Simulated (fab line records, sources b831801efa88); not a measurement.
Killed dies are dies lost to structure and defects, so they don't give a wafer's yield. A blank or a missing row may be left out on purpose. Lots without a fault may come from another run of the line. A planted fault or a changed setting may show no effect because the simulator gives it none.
fab line records | flow sfq_line
record lots=6 wafers=18 last_day=89
route steps=325 shown INCOMING@1 L0@3
lots that met no fault: from a run of the same line without faults
start_h: hours from the record's first day to the start of the lot's first wafer shown | wait_h: hours since the lot's step before | " the same as in the row above | L1.1+2: a row that stands for several wafers | - no value, or no start given | * or withheld: withheld | < > ~ a bound
route shown NAME@n: a module of which the file shows steps, and the number in the route of the first | usual: mean/standard deviation of fault-free wafers | same: alike in all rows | chamber/n: place in a boat | sites: the reading at each site | _std_site: their standard deviation | _edge_site: outer sites' mean less inner sites' | radius_mm: how far each site lies from the wafer's centre | mask NAME#n: copy n | behind: the tool/chamber that last shaped the wafer | hold: why the lot was held/for how many hours/how that ended | device: the transistor (n, p or np) that didn't switch | end of line: the same wafers' tests at the end of the route | a step without rows: its recipe alone | killed: dies lost to structure and defects at the first sort, not the wafer's yield | map: a wafer's dies, x killed, . not, _ none there
set.NAME: the setting as run; set.NAME@STEP: as run at that earlier step | model.NAME: the simulator's own value behind a step, which no gauge read
lots at some steps of the route; a table a step, a row a wafer
services: from which hour (start_h, from the record's first day; less than 0 if before it) a tool's chamber was out of use, for how many hours, and why
## steps
# step SFQ_INCOMING_BOW_MEAS_900
# recipe mode=bow
# usual INCOMING_BOW=0/6.1
# columns lot.wafer tool chamber start_h wait_h INCOMING_BOW[um]
L698.3 film_metro-02 - 25.04 - -9
L698.5 " - " " 5
L698.6 " - " " -1
L699.1 film_metro-01 - 30.00 - 7
L699.2 " - " " -6
L699.5 " - " " 4
L704.1 film_metro-02 - 55.00 - -4
L704.3 " - " " -4
L704.4 " - " " -4
L706.1 film_metro-02 - 65.00 - 7
L706.2 " - " " 4
L706.5 " - " " -5
L715.2 film_metro-03 - 110.02 - -6
L715.3 " - " " 1
L715.6 " - " " -6
L717.2 film_metro-02 - 120.02 - -4
L717.3 " - " " 3
L717.4 " - " " -14
# step SFQ_TRILAYER_INCOMING_OXIDATION_002
# recipe temp_c=1000 ambient=H2O target_thk_a=5000 p_h2o_torr=720 ox_time_s=4939
# usual ox_temp_c_max=1003.6/0.89 ox_time_s=4939/0 spike_tc_top_C=1008.5/2.6 tube_center_temp_C=1000/0.081
# columns lot.wafer tool chamber start_h wait_h ox_temp_c_max ox_time_s spike_tc_top_C tube_center_temp_C model.SiO2_of_TRILAYER_INCOMING_OXIDATION_002.thk_nm
L698.3 furnace-02 0 25.12 0.1 1004.3 4939 1010.4 1000 501.5
L698.5 " 0 " " 1005.6 4939 1012.4 1000 508.7
L698.6 " 0 " " 1005.2 4939 1010.8 999.89 505.8
L699.1 furnace-01 0 30.12 0.1 1003.2 4939 1006.4 1000 502.1
L699.2 " 0 " " 1002.9 4939 1007.5 1000 500.2
L699.5 " 0 " " 1003.2 4939 1006.6 1000 501.9
L704.1 furnace-02 0 55.12 0.1 1003.8 3951.2 1010.9 999.92 428.3
L704.3 " 0 " " 1005.2 3951.2 1011.4 999.97 420.1
L704.4 " 0 " " 1005.3 3951.2 1009.6 999.95 416.5
L706.1 furnace-02 0 65.12 0.1 1004.9 3951.2 1009.8 999.85 426
L706.2 " 0 " " 1004.4 3951.2 1010.2 999.95 424.1
L706.5 " 0 " " 1003.0 3951.2 1010.4 1000.1 427.7
L715.2 furnace-01 0 110.12 0.1 1003.3 4939 1003.4 999.96 508.3
L715.3 " 0 " " 1002.2 4939 1005.5 999.95 502.5
L715.6 " 0 " " 1003.5 4939 1006.0 999.8 498.5
L717.2 furnace-01 0 120.12 0.1 1002.5 4939 1007.5 999.92 485.1
L717.3 " 0 " " 1003.9 4939 1005.6 999.91 489.5
L717.4 " 0 " " 1003.6 4939 1005.8 999.98 492.5
# step SFQ_TRILAYER_L0_DEP_SPUTTER_003
# recipe material=MoNx_KI base_pressure_pa=1.33e-06 target_thk_nm=40 power_w=800 time_s=100 chamber_pressure_pa=0.4
# usual cathode_dc_power_W=800.00/0.15 chamber_pressure_pa=0.3998/0.00076 throttle_valve_pct=30.4/1.4
# columns lot.wafer tool chamber start_h wait_h cathode_dc_power_W chamber_pressure_pa throttle_valve_pct
L698.3 pvd_sputter-04 - 27.49 0.0 800.01 0.4016 28.4
L698.5 " - " " 799.95 0.3996 28.5
L698.6 " - " " 800.01 0.3996 29.5
L699.1 pvd_sputter-04 - 32.49 0.0 799.89 0.4006 28.6
L699.2 " - " " 800.03 0.3979 29.3
L699.5 " - " " 800.14 0.3996 28.9
L704.1 pvd_sputter-06 - 57.49 0.0 800.28 0.4008 29.8
L704.3 " - " " 799.94 0.3996 30.7
L704.4 " - " " 799.97 0.3986 30.4
L706.1 pvd_sputter-06 - 67.49 0.0 799.99 0.3992 29.7
L706.2 " - " " 800.18 0.3999 32.9
L706.5 " - " " 799.94 0.4003 30.2
L715.2 pvd_sputter-06 - 112.49 0.0 799.88 0.4006 29.5
L715.3 " - " " 799.90 0.3991 32.8
L715.6 " - " " 800.11 0.4004 32.5
L717.2 pvd_sputter-03 - 122.49 0.0 800.08 0.3993 30.3
L717.3 " - " " 800.30 0.3996 32.1
L717.4 " - " " 800.07 0.3997 30.4
## services
# columns tool chamber start_h hours kind
pvd_sputter-06 2 16.61 - consumable_replace:kit
pvd_sputter-06 2 16.61 18.0 scheduled_down
pvd_sputter-06 2 16.61 18.0 vent_cycle
pvd_sputter-06 - 23.72 4.7 repair
pvd_sputter-04 - 32.72 41.0 repair
pvd_sputter-04 - 44.92 1.9 repair
pvd_sputter-04 - 57.65 15.0 repair
furnace-01 - 62.49 3.5 pm
pvd_sputter-06 - 88.44 6.3 repair
pvd_sputter-03 - 118.48 3.1 repair
## key
first_sign step=SFQ_TRILAYER_INCOMING_OXIDATION_002 reading=ox_time_s direction=down sigmas=99+ usual=* struck=*
effect none on later readings
model_effect step=SFQ_TRILAYER_INCOMING_OXIDATION_002 value=SiO2_of_TRILAYER_INCOMING_OXIDATION_002.thk_nm without=493.1 struck=423.8
met_at SFQ_TRILAYER_INCOMING_OXIDATION_002
struck_wafers L704.1,L704.3,L704.4,L706.1,L706.2,L706.5
onset_between 25.12 55.12
fault kind=process_parameter_drift tool=furnace-02 chamber=- onset_h=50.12 steps=SFQ_TRILAYER_INCOMING_OXIDATION_002 channel=ox_time_s offset=* shape=step end_h=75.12 stated=*
